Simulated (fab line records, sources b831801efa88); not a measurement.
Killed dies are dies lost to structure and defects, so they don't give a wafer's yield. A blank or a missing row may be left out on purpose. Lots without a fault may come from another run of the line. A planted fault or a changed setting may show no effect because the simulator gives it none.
Problem report in the 8D (eight disciplines) form, filled by code | flow sky130 | the parts of the form that need people (team, actions taken, sign-off) are left out

1. THE PROBLEM
METAL5_ALCU_THK at SKY_METAL5_THK_MEAS_06 reads a mean of 1356 nm on 6 wafers of 2 lots; wafers without a fault read 1138 nm with a standard deviation of 13. That is +17 standard deviations from the usual mean.
The step: measures by xrf.
First seen on wafer L258.1, day 43 16:29, on film_metro-01. The record holds 30 wafers of 10 lots with a number at this step. Rule for "out", or "out of limits": more than 4 standard deviations from the usual mean. The other wafers with a number count as sound.

2. WHAT IT IS AND WHAT IT IS NOT
question                    | is                           | is not
which readings at this step | METAL5_ALCU_THK              | -
which lots                  | L258, L259                   | L255, L266, L267, L268, L269, L270, L272, L274
which wafers of those lots  | all that have a number       | -
read on which gauges        | film_metro-01, film_metro-02 | film_metro-04
when                        | from day 43 16:29            | up to then (3 sound wafers); but 21 sound wafers of L266, L267, L268, L269, L270, L272, L274 came after

3. SUSPECTS, AND WHAT RULES EACH OUT
Counting: a tool at a process step up to the reading stays a suspect if it ran every lot that is out and no sound lot after the first of them.
- the gauge at SKY_METAL5_THK_MEAS_06: ruled out. The wafers that are out were read on 2 gauges (film_metro-01, film_metro-02).
- pvd_sputter-02 at SKY_METAL5_SPUTTER_04 (material TiN, target thk 70 nm, time 58.3 s): ruled out as a lasting fault. Sound lots L268, L269, L270, L272, L274 ran on it after its first lot that is out, L258 (day 43 16:19).
Left after counting: nothing in the record.

4. THE CAUSE (what the simulator had put in)
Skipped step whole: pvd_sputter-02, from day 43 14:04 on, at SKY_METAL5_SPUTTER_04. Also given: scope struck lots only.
Counting ruled it out, wrongly: the rule takes a fault to strike every lot that its tool runs from its start on, and this one did not.

5. THE CHAIN OF EFFECTS, in route order
Each row: a reading whose mean over the struck wafers that have a number lies more than 3 standard deviations from the usual. Only readings for which the record gives a usual standard deviation are gone through. hours: the time from each lot's start at the first step in this table that gives one to its start at this step, as a median over the lots. sigmas: the change in usual standard deviations.
hours | step                   | reading         | usual   | on struck wafers | change | sigmas
0     | SKY_METAL5_THK_MEAS_06 | METAL5_ALCU_THK | 1138 nm | 1356             | +218   | +17
Readings that are blank on the struck wafers while sound wafers have them: cathode_dc_power_W at SKY_METAL5_SPUTTER_04; chamber_pressure_pa at SKY_METAL5_SPUTTER_04; throttle_valve_pct at SKY_METAL5_SPUTTER_04.

6. WHAT WOULD HAVE CAUGHT IT SOONER
In this record the first reading out of limits at a measuring or inspecting step was taken at day 43 16:29, 2 hours after the fault began at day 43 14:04.
At SKY_METAL5_SPUTTER_04 the tool's readings are blank on the struck wafers, where sound wafers have them: an empty tool record is the first sign, and it was there at once.
